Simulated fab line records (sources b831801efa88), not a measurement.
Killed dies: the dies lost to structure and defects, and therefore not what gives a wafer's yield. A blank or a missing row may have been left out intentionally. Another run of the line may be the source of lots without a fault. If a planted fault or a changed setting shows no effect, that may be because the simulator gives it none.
What tool caused it? -- flow gf180mcu -- 14 lots with 42 wafers sampled at 3 steps, on a route of 602 steps

## WHAT EACH GAUGE READ, for each wafer
GF_STI_THK_MEAS_22. Usual: STI_OXIDATION_01_THK typically reads 15.1 nm, with standard deviation 0.3.
lot,measured,on,STI_OXIDATION_01_THK (nm),flag
L895,day 2 05:36,film-metro-02,14.9 14.9 14.8,
L897,day 2 13:38,film-metro-04,14.9 15.1 15.3,
L899,day 2 23:38,film-metro-02,14.7 14.8 15.0,
L900,day 3 04:40,film-metro-03,15.3 15.2 15.2,
L903,day 3 20:47,film-metro-02,15.2 15.1 15.1,
L904,day 4 01:57,film-metro-03,14.6 14.8 14.8,
L905,day 4 08:11,film-metro-02,15.1 15.2 15.0,
L906,day 4 11:59,film-metro-03,14.9 15.0 14.9,
L907,day 4 17:14,film-metro-03,14.7 14.6 14.6,
L908,day 5 00:26,film-metro-02,14.7 14.9 14.4,
L909,day 5 04:22,film-metro-02,14.9 14.9 14.5,
L910,day 5 08:25,film-metro-03,15.6 15.6 15.6,
L911,day 5 13:41,film-metro-03,15.3 15.0 15.0,
L918,day 7 04:01,film-metro-03,15.2 15.1 15.1,

GF_LVPWELL_OVL_MEAS_07. Usual: LVPWELL_OVL typically reads -0.8 nm, with standard deviation 1.4.
lot,measured,on,LVPWELL_OVL (nm),flag
L895,day 3 22:32,overlay-01,-0.8 -2.2 0.6,
L897,day 4 08:03,overlay-01,-1.6 -0.8 -0.3,
L899,day 4 18:29,overlay-01,-1.7 0.3 -0.6,
L900,day 4 22:56,overlay-01,-1.4 -4.0 -3.8,
L903,day 5 16:26,overlay-01,-1.2 -2.5 -1.3,
L904,day 5 22:23,overlay-01,0.0 1.1 -0.7,
L905,day 6 06:33,overlay-02,-3.0 -0.7 -1.4,
L906,day 6 09:54,overlay-01,-1.0 -3.3 -3.4,
L907,day 6 16:35,overlay-02,-0.9 -1.0 -1.9,
L908,day 7 00:50,overlay-02,-2.3 0.9 0.5,
L909,day 7 03:44,overlay-02,-1.8 -2.2 -2.3,
L910,day 7 10:47,overlay-02,-1.7 -1.5 -2.7,
L911,day 7 14:36,overlay-01,1.4 0.2 -0.9,
L918,day 9 07:09,overlay-02,0.5 1.7 0.1,

## TOOL THAT RAN EACH LOT (tool first, then ch and the chambers of the sampled wafers, then the start)
lot,GF_STI_WET_ETCH_28
L895,"wet-bench-01 ch 2, day 2 06:40"
L897,"wet-bench-02 ch 2, day 2 14:45"
L899,"wet-bench-01 ch 2, day 3 00:43"
L900,"wet-bench-01 ch 2, day 3 05:43"
L903,"wet-bench-03 ch 0, day 3 21:52"
L904,"wet-bench-02 ch 1, day 4 03:01"
L905,"wet-bench-03 ch 2, day 4 09:16"
L906,"wet-bench-01 ch 2, day 4 13:02"
L907,"wet-bench-03 ch 3, day 4 18:19"
L908,"wet-bench-01 ch 2, day 5 01:30"
L909,"wet-bench-01 ch 1, day 5 05:26"
L910,"wet-bench-01 ch 1, day 5 09:32"
L911,"wet-bench-02 ch 0, day 5 14:45"
L918,"wet-bench-03 ch 1, day 7 05:05"
- GF_STI_WET_ETCH_28: etches SiO2 in dHF, target depth 20 nm, time 40 s.

## AS READ BY THE TOOLS THEMSELVES (means over the sampled wafers that have a number; for cases with no such wafer, the mark the record gives instead)
GF_STI_WET_ETCH_28. Usual: 67.5 s for run-length-s, sd 2.8.
lot,tool,run-length-s (s),flag
L895,wet-bench-01,65.0,
L897,wet-bench-02,67.2,
L899,wet-bench-01,65.5,
L900,wet-bench-01,64.5,
L903,wet-bench-03,68.0,
L904,wet-bench-02,65.3,
L905,wet-bench-03,66.5,
L906,wet-bench-01,65.1,
L907,wet-bench-03,65.3,
L908,wet-bench-01,64.9,
L909,wet-bench-01,41.8,OFF
L910,wet-bench-01,43.9,OFF
L911,wet-bench-02,73.6,
L918,wet-bench-03,66.7,

## THE ANSWER, worked out from the rows above alone
Rule: take the mean of a lot's wafers that have a number; if it is more than 3 standard deviations from the usual mean, the lot is off. Also off: a lot with no number at a reading for which 4 or more lots have one. The other lots that the step has rows for count as sound. After the gauges, taken in route order, come the tools' own readings; for these a lot's mean is taken, as printed above. At the first step where some lot is off, the reading lying furthest off is the one used; lots without a number count as furthest.
Off at GF_STI_WET_ETCH_28 (run-length-s): L909, L910.
If a tool, at that step or one of the process steps before it, ran each lot that is off and ran no sound lot following the first of them, it fits. One fits: wet-bench-01 at GF_STI_WET_ETCH_28. Its last sound lot is L908 (day 5 01:30), its first lot that is off L909 (day 5 05:26): a fault that began between those two fits.
On the lots that are off, the tool's own readings at GF_STI_WET_ETCH_28 differ by more than 5 times the standard deviation of the sound lots' means, which bears it out; run-length-s reads 42.8 s there versus 66.5 s on the sound lots.

## WHAT THE SIMULATOR PUT IN
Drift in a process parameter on wet-bench-01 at GF_STI_WET_ETCH_28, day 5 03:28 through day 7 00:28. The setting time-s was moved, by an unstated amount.
Shown lots that were struck: L909, L910. Same finding as the rule above.
